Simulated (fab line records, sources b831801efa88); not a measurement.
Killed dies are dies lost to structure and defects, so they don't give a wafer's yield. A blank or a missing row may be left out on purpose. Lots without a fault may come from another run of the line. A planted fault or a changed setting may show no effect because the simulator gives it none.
Problem report in the 8D (eight disciplines) form, filled by code | flow gf180mcu | the parts of the form that need people (team, actions taken, sign-off) are left out

1. THE PROBLEM
oes_product_au at GF_STI_ETCH_13 reads a mean of 0.698 a.u. on 2 wafers of 1 lot; wafers without a fault read 0.832 a.u. with a standard deviation of 0.0059. That is -23 standard deviations from the usual mean.
The step: etches the open film in CHF3/O2, stops on Si, target depth 282.31 nm, time 112.9 s.
First seen on wafer L707.2, day 3 19:41, on rie_diel-01. The record holds 33 wafers of 11 lots with a number at this step. Rule for "out", or "out of limits": more than 4 standard deviations from the usual mean. The other wafers with a number count as sound.

2. WHAT IT IS AND WHAT IT IS NOT
question                    | is               | is not
which readings at this step | oes_product_au   | chf3_flow_sccm
which lots                  | L707             | L699, L700, L701, L702, L703, L704, L714, L719, L720, L722
which wafers of those lots  | L707.2, L707.6   | L707.4
read on which tools         | rie_diel-01      | rie_diel-02, rie_diel-03
when                        | from day 3 19:41 | up to then (19 sound wafers); but 12 sound wafers of L714, L719, L720, L722 came after

3. SUSPECTS, AND WHAT RULES EACH OUT
Counting: a tool at a process step up to the reading stays a suspect if it ran every lot that is out. Sound lots after the first of them don't rule it out here, since some wafers of a struck lot are sound.
- rie_diel-01 at GF_STI_ETCH_13 (etches the open film in CHF3/O2, stops on Si, target depth 282.31 nm, time 112.9 s): kept. It ran the lot that is out, L707 (day 3 19:41); its last sound lot up to then is L704 (day 3 03:56). Its own readings are out on those wafers: oes_product_au.
- Within rie_diel-01 at GF_STI_ETCH_13: the wafers that are out ran in chamber 3; their sound lot-mates ran in chamber 1.
Left after counting: rie_diel-01 at GF_STI_ETCH_13.

4. THE CAUSE (what the simulator had put in)
Process parameter drift: rie_diel-01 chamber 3, from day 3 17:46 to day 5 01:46, at GF_STI_ETCH_13. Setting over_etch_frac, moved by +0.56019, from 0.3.
Counting left only this tool.

5. THE CHAIN OF EFFECTS, in route order
Each row: a reading whose mean over the struck wafers that have a number lies more than 3 standard deviations from the usual. Only readings for which the record gives a usual standard deviation are gone through. hours: the time from each lot's start at the first step in this table that gives one to its start at this step, as a median over the lots. sigmas: the change in usual standard deviations.
hours | step            | reading                  | usual      | on struck wafers | change | sigmas
0     | GF_STI_ETCH_13  | oes_product_au           | 0.832 a.u. | 0.698            | -0.134 | -23
0     | GF_STI_ETCH_13  | throttle_valve_pct       | 8.810 %    | 8.770            | -0.040 | -4.8
0     | GF_STI_STRIP_15 | oes_product_au           | 0.384 a.u. | 0.342            | -0.042 | -8.3
0     | GF_STI_STRIP_15 | strip_time_to_endpoint_s | 3.73 s     | 2.64             | -1.09  | -23
The process steps in it:
- GF_STI_ETCH_13: etches the open film in CHF3/O2, stops on Si, target depth 282.31 nm, time 112.9 s.
- GF_STI_STRIP_15: strips in O2/N2.
Later measuring or inspecting steps at which every struck wafer that the step has a row for has a number for every such reading, and none has moved that far: GF_M1_RS_MEAS_05.

6. WHAT WOULD HAVE CAUGHT IT SOONER
In this record the first reading out of limits was taken at day 3 19:41, 2 hours after the fault began at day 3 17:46.
